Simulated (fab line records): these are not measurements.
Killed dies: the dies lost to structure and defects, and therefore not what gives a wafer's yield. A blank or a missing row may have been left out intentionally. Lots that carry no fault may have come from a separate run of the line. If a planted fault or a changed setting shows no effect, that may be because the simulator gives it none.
The same fault as seen by 2 desks + flow gf180mcu + only its own numbers are on each desk; what lay behind them is given at the end

## AT THE TOOL OWNER'S DESK: implanter-03
GF_HV_LDD_IMPLANT_48, tool's own readings: per-lot mean of the sampled wafers with a number, covering each lot this tool ran. The brackets show how far a lot's mean lies from the usual mean; more than 4 standard deviations puts the lot out of limits, marked OUT.
Columns: A = beam_energy_keV at GF_HV_LDD_IMPLANT_48, usual 25.002; B = beam_on_s at GF_HV_LDD_IMPLANT_48, usual 10.00 s
| lot  | first seen here | A                        | B     |
|------|-----------------|--------------------------|-------|
| L821 | day 13 10:37    | 25.001                   | 10.13 |
| L828 | day 15 18:52    | 20.259 (-99 or more) OUT | 10.10 |
| L829 | day 15 23:52    | 20.262 (-99 or more) OUT | 10.22 |
Finding of this desk: L828, L829 out of limits; the first was L828 at day 15 18:52, on beam_energy_keV at GF_HV_LDD_IMPLANT_48. Within limits: L821.

## METROLOGY DESK
Means of the sampled wafers that have a number, per lot and without regard to the tool the lot ran on: this is what the gauges read. The brackets show how far a lot's mean lies from the usual mean; more than 4 standard deviations puts the lot out of limits, marked OUT.
Columns: A = HV_LDD_3_TW at GF_HV_LDD_TW_MEAS_38, usual 1446; B = cd_nm at GF_HV_LDD_CD_MEAS_46, usual 399.4 nm; C = HV_LDD_03_OVL at GF_HV_LDD_OVL_MEAS_47, usual 0.3 nm
| lot  | first seen here | A    | B     | C    |
|------|-----------------|------|-------|------|
| L819 | day 12 02:44    | 1445 | 401.2 | 0.5  |
| L821 | day 12 14:49    | 1416 | 397.9 | 0.1  |
| L828 | day 14 21:36    | 1448 | 398.0 | -2.7 |
| L829 | day 15 02:15    | 1456 | 399.4 | -0.7 |
| L830 | day 15 11:21    | 1455 | 398.6 | 0.4  |
| L841 | day 19 09:05    | 1457 | 397.5 | 0.8  |
Result from this desk: across the 6 lots, nothing is out of limits.

## BROUGHT TOGETHER
The tool owner's desk had the chance to raise an alarm at day 15 18:52 on L828, L829.
At the metrology desk, nothing out of limits was observed.
The metrology desk holds a record of L828, L829, inside its limits.
On implanter-03, each named lot ran GF_HV_LDD_IMPLANT_48.

## WHAT WAS PUT IN BY THE SIMULATOR
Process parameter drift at GF_HV_LDD_IMPLANT_48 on implanter-03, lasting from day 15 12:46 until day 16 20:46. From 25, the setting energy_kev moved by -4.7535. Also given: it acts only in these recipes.
Lots struck among those shown: L828, L829.
Each desk's first reading out of limits, in hours after the fault started: the tool owner's desk, 6.
